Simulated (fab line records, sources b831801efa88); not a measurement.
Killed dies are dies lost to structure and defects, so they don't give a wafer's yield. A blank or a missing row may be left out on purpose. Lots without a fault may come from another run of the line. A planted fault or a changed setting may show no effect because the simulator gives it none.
A struck lot beside a sound one | flow gf180mcu | 15 steps out of a route of 602
Sound: wafers L990.1, L990.3, L990.4. Struck: wafers L107.1, L107.2, L107.3. The cause comes at the end.
At each step with rows: each side's tool, then ch and its chambers, then its first start. Under that, the readings that differ: sound wafers | struck wafers | difference of the means | sigmas: that difference in standard deviations of wafers without a fault.
alike: readings whose means differ by less than 2 such deviations, and words and numbers that are the same on both sides. not compared: withheld readings, readings that some wafer has no value for, bounds like >300 that may hide the same value, and numbers for which the record gives no deviation and whose values overlap.
The two part at a step that has a row with sigmas, a row that says differs or no value, or rows on one side only. Numbers that don't overlap but have no deviation are shown without sigmas and don't part them. A reading that every wafer of one side lacks parts them only if that side has two wafers or more.

first, 7 steps without rows for these wafers: GF_DUAL_GATE_DEHYDRATE_04 (time 60 s); GF_DUAL_GATE_HMDS_05 (prime time 60 s); GF_DUAL_GATE_COAT_06 (resist thk 1000 nm); GF_DUAL_GATE_SOFTBAKE_07 (time 60 s); GF_DUAL_GATE_EXPOSE_08 (exposes mask Dualgate, target cd 700 nm); GF_DUAL_GATE_PEB_09; GF_DUAL_GATE_DEVELOP_10 (develop time 60 s).
GF_DUAL_GATE_OVL_MEAS_11:
  sound on overlay-02, day 9 06:53; struck on overlay-02, day 14 01:56
  alike: DUAL_GATE_OVL
then, 1 step without rows for these wafers: GF_DUAL_GATE_WET_ETCH_12 (etches SiO2 in dHF, target depth 13 nm, time 260 s).
GF_DUAL_GATE_STRIP_13: strips in O2/N2.
  sound on plasma_asher-02 ch 0,1, day 9 07:01; struck on plasma_asher-01 ch 0,1, day 14 02:04
  reading                      | sound             | struck            | difference | sigmas
  strip_time_to_endpoint_s (s) | 12.68 12.68 12.71 | 12.61 12.59 12.60 | -0.09      | -2
  alike: drypump_motor_current_A, heater_power_w, oes_product_au
  not compared: rf_hours_counter_h
then, 2 steps without rows for these wafers: GF_DUAL_GATE_CLEAN_14 (cleans in SC1/SC2, time 150 s); GF_DUAL_GATE_OXIDATION_15 (stabilise 600 s, purge 300 s, target thk 7.098 nm).
GF_POLY_GATE_CVD_00: deposits poly-Si, target thk 200 nm, time 1200 s.
  sound on lpcvd-02 ch 0, day 9 08:43; struck on lpcvd-02 ch 1, day 14 04:40
  reading                                       | sound             | struck            | difference | sigmas
  spike_tc_bottom_C (C)                         | 642 641 642       | 676 678 677       | +35        | +8
  spike_tc_centre_C (C)                         | 620.3 621.1 621.6 | 653.9 653.3 651.9 | +32.0      | +23
  spike_tc_lower_C (C)                          | 620.1 619.0 621.5 | 652.0 651.8 650.0 | +31.1      | +28
  spike_tc_top_C (C)                            | 635.3 635.3 636.5 | 667.4 667.9 668.9 | +32.4      | +19
  spike_tc_upper_C (C)                          | 617.5 616.4 616.5 | 650.9 648.6 652.2 | +33.8      | +18
  susceptor_temp_C (C)                          | 619.7 619.2 619.5 | 650.6 650.7 650.4 | +31.1      | +99 or more
  zone_power_lower_pct (%)                      | 8.77 8.69 8.69    | 10.03 9.95 10.01  | +1.28      | +7
  model.poly-Si_of_POLY_GATE_CVD_00.thk_nm (nm) | 194.9 195.4 195.8 | 390.7 390.5 391.7 | +195.6     |
GF_POLY_GATE_THK_MEAS_01:
  sound on film_metro-02, day 9 10:43; struck on film_metro-02, day 14 06:16
  reading                   | sound             | struck            | difference | sigmas
  POLY_GATE_CVD_00_THK (nm) | 194.9 195.5 195.7 | 390.4 390.1 391.8 | +195.4     | +89
  not compared: hold
then, 1 step without rows for these wafers: GF_PASSIVATION_PROBE_99.

WHERE THEY PART
First at GF_DUAL_GATE_STRIP_13; last, within this record, at GF_POLY_GATE_THK_MEAS_01.

WHY: what the simulator had put in
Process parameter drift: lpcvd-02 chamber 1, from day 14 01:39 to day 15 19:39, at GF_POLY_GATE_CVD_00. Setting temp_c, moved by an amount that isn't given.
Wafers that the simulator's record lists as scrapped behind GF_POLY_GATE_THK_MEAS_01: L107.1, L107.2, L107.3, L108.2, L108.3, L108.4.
